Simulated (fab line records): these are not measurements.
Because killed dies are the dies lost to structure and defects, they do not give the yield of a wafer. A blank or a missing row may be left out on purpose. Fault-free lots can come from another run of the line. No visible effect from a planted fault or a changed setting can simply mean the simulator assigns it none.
Comparing a struck lot with a sound one -- flow gf180mcu -- 14 out of 602 route steps
Sound: the wafers L588.1, L588.2, L588.5. Struck: wafers L591.1, L591.3, L591.4. Last of all comes the cause.
For every step that has rows: the tool of each side, followed by ch and its chambers, followed by its first start. Under that, the readings that differ: sound wafers -- struck wafers -- difference of the means -- sigmas: that difference in standard deviations of wafers without a fault.
alike: readings whose means differ by less than 2 such deviations, and words and numbers that are the same on both sides. not compared: withheld readings, readings that some wafer has no value for, bounds like >300 that may hide the same value, and numbers for which the record gives no deviation and whose values overlap.
A row with sigmas, a row that says differs or no value, or rows on one side alone: a step with any of these is where the two part. When numbers do not overlap yet have no deviation, they are printed without sigmas and do not part them. Lack of a reading on every wafer of one side parts them only where that side has two or more wafers.

first, 1 step without rows for these wafers: GF_V1_CMP_26 (polishes, stops on SiO2, t overpolish 15 s, target thk 0 nm).
GF_M2_SPUTTER_00: material Ti, target thk 37.5 nm, time 150 s.
  sound on pvdSputter-03, day 18 14:53; struck on pvdSputter-03, day 19 23:24
  alike: throttleValvePct
GF_M2_SPUTTER_01: material TiN, target thk 30 nm, time 25 s.
  sound on pvdSputter-03, day 18 14:59; struck on pvdSputter-03, day 19 23:30
  alike: throttleValvePct
GF_M2_SPUTTER_02: material AlCu, target thk 450 nm, time 23.9 s.
  sound on pvdSputter-03, day 18 15:01; struck on pvdSputter-03, day 19 23:32
  alike: throttleValvePct
GF_M2_SPUTTER_03: material Ti, target thk 10 nm, time 6.7 s.
  sound on pvdSputter-03, day 18 15:02; struck on pvdSputter-03, day 19 23:34
  alike: throttleValvePct
GF_M2_SPUTTER_04: material TiN, target thk 50 nm, time 41.7 s.
  sound on pvdSputter-03, day 18 15:04; struck on pvdSputter-03, day 19 23:35
  alike: throttleValvePct
GF_M2_RS_MEAS_05: a four-point-probe measurement.
  sound on filmMetro-01, day 18 15:06; struck on filmMetro-04, day 19 23:37
  alike: M2_ALCU_RS
GF_M2_THK_MEAS_06: measures by xrf.
  sound on filmMetro-01, day 18 15:13; struck on filmMetro-04, day 19 23:44
  alike: M2_ALCU_THK
then, 4 steps without rows for these wafers: GF_M2_DEHYDRATE_07 (time 60 s); GF_M2_HMDS_08 (prime time 60 s); GF_M2_COAT_09 (resist thk 1000 nm); GF_M2_SOFTBAKE_10 (time 60 s).
GF_M2_EXPOSE_11: exposes mask Metal2, target cd 280 nm.
  struck on krfScanner-01, day 20 12:11; sound on krfScanner-01 ch 0, day 19 03:56
  no value came back on the struck wafers for exposureDoseMJCm2, focusOffsetNm (nm); on the sound wafers exposureDoseMJCm2 reads 28.001 27.975 27.979
  alike: mask
then, 1 step without rows for these wafers: GF_M2_PEB_12 (peb time 90 s).

## WHERE THEY PART
Only at GF_M2_EXPOSE_11, as far as this record shows.

WHY: what had been put in by the simulator
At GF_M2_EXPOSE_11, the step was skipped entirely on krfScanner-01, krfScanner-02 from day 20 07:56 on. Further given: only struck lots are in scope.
